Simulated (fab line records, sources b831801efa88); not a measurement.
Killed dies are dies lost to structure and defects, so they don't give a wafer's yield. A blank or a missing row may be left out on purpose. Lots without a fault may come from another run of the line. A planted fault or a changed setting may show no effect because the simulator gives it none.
Which tool did it? | flow gf180mcu | 15 lots, 45 wafers sampled, at 5 steps of a route of 602

WHAT THE GAUGES READ, wafer by wafer
GF_POLY_GATE_CD_MEAS_10: target cd 280 nm. Usual: cd_nm 279.6 nm, standard deviation 1.3.
lot  | measured     | on        | cd_nm (nm)        | flag
L143 | day 9 17:06  | cd_sem-01 | 278.6 279.3 278.9 |
L144 | day 9 19:18  | cd_sem-01 | 278.1 278.5 277.9 |
L145 | day 10 04:55 | cd_sem-01 | 282.1 280.8 281.3 |
L149 | day 11 06:44 | cd_sem-02 | 278.6 278.6 279.4 |
L152 | day 12 00:53 | cd_sem-02 | 282.4 281.1 281.1 |
L153 | day 12 01:14 | cd_sem-02 | 280.2 280.4 279.5 |
L154 | day 12 12:23 | cd_sem-01 | 279.5 279.3 279.4 |
L157 | day 13 05:06 | cd_sem-01 | 280.4 279.9 280.0 |
L158 | day 13 18:50 | cd_sem-01 | 281.6 280.6 281.7 |
L159 | day 14 01:26 | cd_sem-01 | 280.4 280.2 278.8 |
L160 | day 14 09:11 | cd_sem-01 | 280.2 281.3 279.7 |
L162 | day 14 23:55 | cd_sem-02 | 279.9 279.1 280.8 |
L164 | day 15 08:04 | cd_sem-01 | 279.1 279.0 279.1 |
L165 | day 15 14:37 | cd_sem-02 | 278.8 278.2 277.5 |
L166 | day 16 01:54 | cd_sem-01 | 279.0 278.5 279.5 |

GF_HV_LDD_TW_MEAS_50. Usual: HV_LDD_4_TW 570, standard deviation 4.2.
lot  | measured     | on            | HV_LDD_4_TW | flag
L143 | day 12 21:47 | film_metro-01 | 569 571 566 |
L144 | day 13 00:50 | film_metro-03 | 564 567 565 |
L145 | day 13 11:09 | film_metro-03 | 568 567 567 |
L149 | day 14 14:08 | film_metro-03 | 570 568 569 |
L152 | day 15 11:31 | film_metro-01 | 30 30 30    | OFF
L153 | day 15 11:43 | film_metro-02 | 30 30 30    | OFF
L154 | day 16 03:52 | film_metro-01 | 29 29 30    | OFF
L157 | day 16 20:59 | film_metro-01 | 560 565 565 |
L158 | day 17 12:05 | film_metro-02 | 576 577 572 |
L159 | day 17 19:16 | film_metro-02 | 578 573 571 |
L160 | day 18 02:48 | film_metro-02 | 572 572 573 |
L162 | day 19 01:08 | film_metro-03 | 571 569 567 |
L164 | day 19 08:40 | film_metro-01 | 568 568 569 |
L165 | day 19 15:23 | film_metro-01 | 567 567 569 |
L166 | day 20 02:29 | film_metro-01 | 567 567 565 |

GF_HV_LDD_THK_MEAS_57. Usual: HV_LDD_CVD_56_THK 89.8 nm, standard deviation 0.73.
lot  | measured     | on            | HV_LDD_CVD_56_THK (nm) | flag
L143 | day 13 02:35 | film_metro-03 | 90.4 90.8 90.9         |
L144 | day 13 04:50 | film_metro-02 | 90.0 89.4 89.7         |
L145 | day 13 15:11 | film_metro-01 | 90.3 88.8 89.6         |
L149 | day 14 16:57 | film_metro-03 | 91.6 90.9 89.9         |
L152 | day 15 14:20 | film_metro-02 | 88.8 89.5 89.1         |
L153 | day 15 16:00 | film_metro-03 | 89.5 89.1 89.6         |
L154 | day 16 06:41 | film_metro-03 | 89.2 90.4 90.2         |
L157 | day 17 01:21 | film_metro-01 | 89.5 90.1 90.6         |
L158 | day 17 14:54 | film_metro-02 | 89.2 89.1 88.7         |
L159 | day 17 22:05 | film_metro-02 | 90.5 89.3 89.2         |
L160 | day 18 06:53 | film_metro-03 | 90.9 91.5 90.6         |
L162 | day 19 03:56 | film_metro-03 | 89.9 89.4 89.2         |
L164 | day 19 11:28 | film_metro-01 | 90.3 90.1 89.9         |
L165 | day 19 18:55 | film_metro-03 | 89.6 90.1 90.2         |
L166 | day 20 06:00 | film_metro-02 | 90.8 90.1 90.3         |

WHICH TOOL RAN EACH LOT (tool, then ch and the chambers of the sampled wafers, then the start)
lot  | GF_HV_LDD_STRIP_10                   | GF_HV_LDD_IMPLANT_48
L143 | plasma_asher-04 ch 0,1, day 10 13:10 | implanter-02 ch 0, day 12 21:32
L144 | plasma_asher-04 ch 0,1, day 10 14:07 | implanter-03 ch 0, day 13 00:35
L145 | plasma_asher-02 ch 0,1, day 11 01:13 | implanter-03 ch 0, day 13 10:55
L149 | plasma_asher-02 ch 0,1, day 12 02:46 | implanter-03 ch 0, day 14 13:56
L152 | plasma_asher-04 ch 0, day 12 22:25   | implanter-02, day 15 11:17
L153 | plasma_asher-03 ch 0,1, day 12 23:17 | implanter-03, day 15 11:28
L154 | plasma_asher-04 ch 0,1, day 13 13:10 | implanter-03, day 16 03:38
L157 | plasma_asher-03 ch 0,1, day 14 05:37 | implanter-03 ch 0, day 16 20:46
L158 | plasma_asher-02 ch 0,1, day 14 17:58 | implanter-02 ch 0, day 17 11:50
L159 | plasma_asher-03 ch 0,1, day 15 00:53 | implanter-03 ch 0, day 17 19:01
L160 | plasma_asher-03 ch 0,1, day 15 08:07 | implanter-04 ch 0, day 18 02:35
L162 | plasma_asher-03 ch 0,1, day 16 03:05 | implanter-04 ch 0, day 19 00:53
L164 | plasma_asher-03 ch 0,1, day 16 08:50 | implanter-02 ch 0, day 19 08:25
L165 | plasma_asher-03 ch 0,1, day 16 15:59 | implanter-04 ch 0, day 19 15:08
L166 | plasma_asher-03 ch 1, day 17 02:19   | implanter-03 ch 0, day 20 02:14
- GF_HV_LDD_STRIP_10: strips in O2/N2.
- GF_HV_LDD_IMPLANT_48

WHAT THE TOOLS THEMSELVES READ (means of the sampled wafers that have a number; where no wafer has one, the mark that the record gives instead)
GF_HV_LDD_STRIP_10. Usual: drypump_motor_current_A 5.6 A, standard deviation 0.52; heater_power_w 333 W, standard deviation 19; oes_product_au 0.716 a.u., standard deviation 0.0044; strip_time_to_endpoint_s 12.63 s, standard deviation 0.034.
lot  | tool            | drypump_motor_current_A (A) | heater_power_w (W) | oes_product_au (a.u.) | strip_time_to_endpoint_s (s) | flag
L143 | plasma_asher-04 | 5.9                         | 352                | 0.714                 | 12.60                        |
L144 | plasma_asher-04 | 5.8                         | 346                | 0.716                 | 12.61                        |
L145 | plasma_asher-02 | 5.5                         | 321                | 0.717                 | 12.58                        |
L149 | plasma_asher-02 | 5.5                         | 333                | 0.724                 | 12.63                        |
L152 | plasma_asher-04 | 5.7                         | 354                | 0.718                 | 12.64                        |
L153 | plasma_asher-03 | 6.0                         | 321                | 0.715                 | 12.60                        |
L154 | plasma_asher-04 | 5.8                         | 342                | 0.716                 | 12.68                        |
L157 | plasma_asher-03 | 5.4                         | 344                | 0.716                 | 12.65                        |
L158 | plasma_asher-02 | 5.5                         | 325                | 0.716                 | 12.69                        |
L159 | plasma_asher-03 | 6.0                         | 325                | 0.717                 | 12.65                        |
L160 | plasma_asher-03 | 5.4                         | 338                | 0.714                 | 12.61                        |
L162 | plasma_asher-03 | 5.4                         | 338                | 0.715                 | 12.66                        |
L164 | plasma_asher-03 | 6.0                         | 321                | 0.718                 | 12.63                        |
L165 | plasma_asher-03 | 6.0                         | 322                | 0.718                 | 12.63                        |
L166 | plasma_asher-03 | 4.9                         | 356                | 0.715                 | 12.59                        |

GF_HV_LDD_IMPLANT_48. Usual: beam_energy_keV 25.002, standard deviation 0.0083; beam_on_s 10.03 s, standard deviation 0.19.
lot  | tool         | beam_energy_keV | beam_on_s (s) | flag
L143 | implanter-02 | 25.002          | 10.08         |
L144 | implanter-03 | 25.003          | 10.04         |
L145 | implanter-03 | 25.004          | 9.93          |
L149 | implanter-03 | 25.001          | 10.08         |
L152 | implanter-02 | -               | -             | OFF
L153 | implanter-03 | -               | -             | OFF
L154 | implanter-03 | -               | -             | OFF
L157 | implanter-03 | 24.992          | 10.04         |
L158 | implanter-02 | 24.997          | 9.99          |
L159 | implanter-03 | 24.995          | 9.99          |
L160 | implanter-04 | 25.017          | 9.99          |
L162 | implanter-04 | 25.001          | 10.10         |
L164 | implanter-02 | 25.007          | 9.93          |
L165 | implanter-04 | 25.011          | 10.25         |
L166 | implanter-03 | 25.003          | 10.01         |

THE ANSWER, worked out from the rows above alone
Rule: a lot is off if the mean of its wafers that have a number lies more than 3 standard deviations from the usual mean. A lot without any number at a reading at which 4 lots or more have one is off too. The other lots that the step has rows for count as sound. The gauges are gone through in route order, then the tools' own readings, and for those a lot's mean is taken as printed above. The first step at which some lot is off is used, and at that step the reading that is off furthest; a lot without a number counts as furthest.
Off: L152, L153, L154, at GF_HV_LDD_TW_MEAS_50 (HV_LDD_4_TW).
A tool fits if, at a process step before that reading, it ran every lot that is off, and no sound lot after the first of them. The gauges at GF_HV_LDD_TW_MEAS_50 aren't tried: what is off there is off at GF_HV_LDD_IMPLANT_48 too, on other tools, and a gauge's error can't cause that. None of those tried fits.

WHAT THE SIMULATOR HAD PUT IN
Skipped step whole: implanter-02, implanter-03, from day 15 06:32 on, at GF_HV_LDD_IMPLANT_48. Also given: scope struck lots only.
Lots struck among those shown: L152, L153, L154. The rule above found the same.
